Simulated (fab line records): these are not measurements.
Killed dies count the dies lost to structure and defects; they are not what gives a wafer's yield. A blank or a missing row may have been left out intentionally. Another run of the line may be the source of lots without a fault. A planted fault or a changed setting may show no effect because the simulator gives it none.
What tool caused it? ; flow sky130 ; 33 wafers from 11 lots sampled at 6 of the route's 708 steps

WHAT THE GAUGES SHOWED, per wafer
SKY_LDD_N_TW_MEAS_17. Usual: LDD_N_TW gives 2602 (standard deviation 15).
lot;measured;on;LDD_N_TW;flag
L269;day 18 16:56;film-metro-03;2615 2628 2603;
L271;day 19 12:48;film-metro-01;2607 2606 2625;
L274;day 20 00:26;film-metro-03;2618 2620 2608;
L275;day 20 12:57;film-metro-03;2619 2623 2609;
L277;day 21 07:44;film-metro-01;2524 2533 2524;OFF
L278;day 21 15:24;film-metro-01;2601 2598 2609;
L279;day 21 20:23;film-metro-01;2524 2514 2532;OFF
L288;day 24 21:51;film-metro-01;2611 2612 2605;
L289;day 25 02:39;film-metro-03;2587 2596 2598;
L290;day 25 18:58;film-metro-03;2589 2587 2584;
L291;day 25 22:32;film-metro-04;2615 2600 2597;

SKY_LOCAL_INTERCONNECT_CD_MEAS_11: the cd target is 170 nm. Usual: cd-nm 169.8 nm, standard deviation 1.6.
lot;measured;on;cd-nm (nm);flag
L269;day 31 05:29;cd-sem-02;168.1 168.2 169.8;
L271;day 32 00:21;cd-sem-01;168.0 168.0 167.8;
L274;day 32 08:54;cd-sem-01;170.3 170.2 169.8;
L275;day 32 19:18;cd-sem-01;169.4 169.1 169.9;
L277;day 33 13:29;cd-sem-02;170.9 172.3 171.5;
L278;day 33 18:34;cd-sem-01;168.5 168.8 169.0;
L279;day 33 23:19;cd-sem-02;171.8 170.2 171.8;
L288;day 36 17:15;cd-sem-02;166.2 168.8 168.8;
L289;day 36 18:52;cd-sem-01;172.9 173.2 172.3;
L290;day 37 11:34;cd-sem-02;169.3 168.7 169.7;
L291;day 37 15:05;cd-sem-02;172.1 170.4 170.5;

SKY_CONTACT_RS_MEAS_25: measurement is done with a four-point probe. Usual: CONTACT_W_RS gives 0.338 ohm/sq (standard deviation 0.0036).
lot;measured;on;CONTACT_W_RS (ohm/sq);flag
L269;day 32 11:29;film-metro-03;0.341 0.344 0.345;
L271;day 33 06:01;film-metro-03;0.339 0.340 0.338;
L274;day 33 14:20;film-metro-04;0.342 0.345 0.345;
L275;day 34 00:52;film-metro-01;0.338 0.344 0.340;
L277;day 34 17:48;film-metro-04;0.339 0.339 0.338;
L278;day 34 23:30;film-metro-04;0.337 0.341 0.339;
L279;day 35 05:01;film-metro-01;0.335 0.338 0.337;
L288;day 37 22:06;film-metro-01;0.337 0.334 0.337;
L289;day 37 23:53;film-metro-03;0.333 0.338 0.336;
L290;day 38 16:04;film-metro-01;0.333 0.338 0.335;
L291;day 38 19:16;film-metro-04;0.332 0.337 0.338;

WHICH TOOL RAN EACH LOT (tool, then ch and the chambers of the sampled wafers, then the start)
lot;SKY_LDD_N_IMPLANT_09;SKY_LDD_N_STRIP_16;SKY_LI_CONTACT_SPUTTER_20
L269;implanter-01 ch 0, day 18 15:49;plasma-asher-04 ch 0,1, day 18 16:51;pvd-sputter-03, day 30 00:19
L271;implanter-01 ch 0, day 19 11:41;plasma-asher-04 ch 0,1, day 19 12:42;pvd-sputter-02, day 30 20:05
L274;implanter-01 ch 0, day 19 23:17;plasma-asher-03 ch 0,1, day 20 00:20;pvd-sputter-03, day 31 04:37
L275;implanter-01 ch 0, day 20 11:49;plasma-asher-01 ch 0,1, day 20 12:50;pvd-sputter-03, day 31 15:14
L277;implanter-01 ch 0, day 21 06:35;plasma-asher-01 ch 0,1, day 21 07:38;pvd-sputter-03, day 32 09:55
L278;implanter-02 ch 0, day 21 14:16;plasma-asher-03 ch 0, day 21 15:17;pvd-sputter-04, day 32 14:55
L279;implanter-01 ch 0, day 21 19:16;plasma-asher-03 ch 0,1, day 21 20:18;pvd-sputter-02, day 32 19:25
L288;implanter-02 ch 0, day 24 20:43;plasma-asher-04 ch 1, day 24 21:44;pvd-sputter-03, day 35 13:23
L289;implanter-01 ch 0, day 25 01:31;plasma-asher-04 ch 0,1, day 25 02:32;pvd-sputter-03, day 35 15:52
L290;implanter-04 ch 0, day 25 17:50;plasma-asher-03 ch 0,1, day 25 18:52;pvd-sputter-02, day 36 07:35
L291;implanter-04 ch 0, day 25 21:25;plasma-asher-03 ch 0,1, day 25 22:27;pvd-sputter-02, day 36 11:32
- SKY_LDD_N_IMPLANT_09
- SKY_LDD_N_STRIP_16: strips in O2/N2.
- SKY_LI_CONTACT_SPUTTER_20: material TiN, target thk 20 nm, time 80 s.

AS READ BY THE TOOLS THEMSELVES (means over the sampled wafers that have a number; for cases with no such wafer, the mark the record gives instead)
SKY_LDD_N_IMPLANT_09. Usual: beam-on-s 10.01 s, standard deviation 0.19; dose-ions-cm2 7.5e+13, standard deviation 8.3e+10; faraday-current-uA 422, standard deviation 8; rotation-deg 113.00 degrees, standard deviation 0.026.
lot;tool;beam-on-s (s);dose-ions-cm2;faraday-current-uA;rotation-deg (degrees);flag
L269;implanter-01;10.19;7.5e+13;415;112.98;
L271;implanter-01;10.15;7.5e+13;417;113.00;
L274;implanter-01;9.79;7.5e+13;433;113.00;
L275;implanter-01;9.96;7.5e+13;425;113.02;
L277;implanter-01;9.74;3.1e+13;177;113.03;OFF
L278;implanter-02;10.07;7.5e+13;420;112.99;
L279;implanter-01;10.03;3.1e+13;172;112.99;OFF
L288;implanter-02;9.98;7.5e+13;424;113.03;
L289;implanter-01;9.97;7.5e+13;424;113.01;
L290;implanter-04;10.02;7.5e+13;421;112.96;
L291;implanter-04;10.23;7.5e+13;413;113.02;

SKY_LDD_N_STRIP_16. Usual: drypump-motor-current-A 5.8 A, standard deviation 0.6; oes-product-au 0.406 a.u., standard deviation 0.0045; strip-time-to-endpoint-s 4.315 s, standard deviation 0.012.
lot;tool;drypump-motor-current-A (A);oes-product-au (a.u.);strip-time-to-endpoint-s (s);flag
L269;plasma-asher-04;5.8;0.406;4.300;
L271;plasma-asher-04;5.9;0.404;4.311;
L274;plasma-asher-03;5.4;0.407;4.320;
L275;plasma-asher-01;6.1;0.411;4.327;
L277;plasma-asher-01;6.1;0.408;4.197;OFF
L278;plasma-asher-03;4.9;0.402;4.326;
L279;plasma-asher-03;5.8;0.404;4.204;OFF
L288;plasma-asher-04;6.0;0.413;4.299;
L289;plasma-asher-04;5.8;0.405;4.310;
L290;plasma-asher-03;5.8;0.403;4.313;
L291;plasma-asher-03;5.9;0.405;4.320;

SKY_LI_CONTACT_SPUTTER_20. Usual: chamber-pressure-pa 4.999 Pa, standard deviation 0.0099; throttle-valve-pct 30.4 %, standard deviation 1.1.
lot;tool;chamber-pressure-pa (Pa);throttle-valve-pct (%);flag
L269;pvd-sputter-03;4.986;29.3;
L271;pvd-sputter-02;4.999;29.9;
L274;pvd-sputter-03;5.000;30.7;
L275;pvd-sputter-03;5.001;30.3;
L277;pvd-sputter-03;4.995;29.7;
L278;pvd-sputter-04;4.997;30.3;
L279;pvd-sputter-02;4.999;30.8;
L288;pvd-sputter-03;5.003;29.9;
L289;pvd-sputter-03;4.994;29.2;
L290;pvd-sputter-02;4.994;31.7;
L291;pvd-sputter-02;5.001;30.9;

THE ANSWER, worked out from the rows above alone
Rule: a lot is off if the mean of its wafers that have a number lies more than 3 standard deviations from the usual mean. Also off: a lot with no number at a reading for which 4 or more lots have one. The other lots that the step has rows for count as sound. First the gauges in route order, then the tools' own readings, where a lot's mean is used as printed above. At the first step where some lot is off, the reading lying furthest off is the one used; lots without a number count as furthest.
Off: L277, L279, at SKY_LDD_N_TW_MEAS_17 (LDD_N_TW).
If a tool, at a process step before that reading, ran all the lots that are off and no sound lot after the first of them, it fits. The gauges at SKY_LDD_N_TW_MEAS_17 aren't tried: what is off there is off at SKY_LDD_N_IMPLANT_09 too, on other tools, and a gauge's error can't cause that. None of those tried fits.

WHAT THE SIMULATOR PUT IN
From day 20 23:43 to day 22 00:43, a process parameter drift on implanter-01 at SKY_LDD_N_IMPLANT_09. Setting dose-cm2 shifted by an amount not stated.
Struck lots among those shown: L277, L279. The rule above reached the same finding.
